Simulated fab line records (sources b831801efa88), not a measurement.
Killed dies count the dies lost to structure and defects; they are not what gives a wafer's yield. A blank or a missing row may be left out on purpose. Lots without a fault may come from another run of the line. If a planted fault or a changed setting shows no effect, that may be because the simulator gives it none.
2 desks looking at one fault | flow sky130 | what lay behind the numbers comes last; until then each desk has only its own

== FROM THE METROLOGY DESK ==
What the gauges read for every lot (on any tool): the sampled wafers with a number, averaged. A lot is out of limits, marked OUT, if its mean lies more than 4 standard deviations from the usual mean; the brackets give that distance.
Columns: A = CAP2M_TIN_THK at SKY_CAP2M_THK_MEAS_04, usual 203.9 nm
lot  | first seen here | A
L222 | day 39 07:46    | 199.7
L223 | day 40 10:26    | 205.6
L224 | day 41 00:08    | 203.2
L225 | day 41 07:32    | 206.6
L226 | day 41 23:47    | 203.7
L227 | day 42 00:52    | 202.5
L229 | day 42 02:26    | 203.1
L228 | day 42 03:23    | 202.6
L230 | day 42 08:14    | 199.8
L234 | day 43 04:56    | 209.3
L239 | day 44 12:59    | 201.6
L240 | day 45 06:28    | 201.6
L242 | day 45 18:05    | 202.1
Finding of this desk: none of the 13 lots has anything out of limits.

== FOR THE TOOL OWNER'S DESK: furnace-02 ==
The tool's own readings at SKY_GATE_OXIDE_OXIDATION_16 (stabilise 600 s, purge 300 s, target thk 3.57 nm): means of the sampled wafers that have a number, for each lot that ran on this tool. A lot is out of limits, marked OUT, if its mean lies more than 4 standard deviations from the usual mean; the brackets give that distance.
Columns: A = spike-tc-centre-C at SKY_GATE_OXIDE_OXIDATION_16, usual 800.2 C; B = zone-power-top-pct at SKY_GATE_OXIDE_OXIDATION_16, usual 27.5 %
lot  | first seen here | A     | B
L222 | day 13 11:24    | 800.5 | 25.9
L224 | day 15 12:51    | 800.7 | 26.4
L226 | day 16 13:56    | 800.5 | 26.0
L227 | day 16 13:56    | 800.9 | 25.8
L230 | day 16 23:01    | 801.1 | 25.8
L234 | day 18 08:38    | 799.3 | 25.9
L239 | day 19 19:07    | 801.0 | 26.1
Finding of this desk: none of the 7 lots has anything out of limits.

== TAKEN TOGETHER ==
Nothing out of limits was seen by the metrology desk.
Nothing out of limits was seen by the tool owner's desk.

== WHAT THE SIMULATOR HAD INSERTED ==
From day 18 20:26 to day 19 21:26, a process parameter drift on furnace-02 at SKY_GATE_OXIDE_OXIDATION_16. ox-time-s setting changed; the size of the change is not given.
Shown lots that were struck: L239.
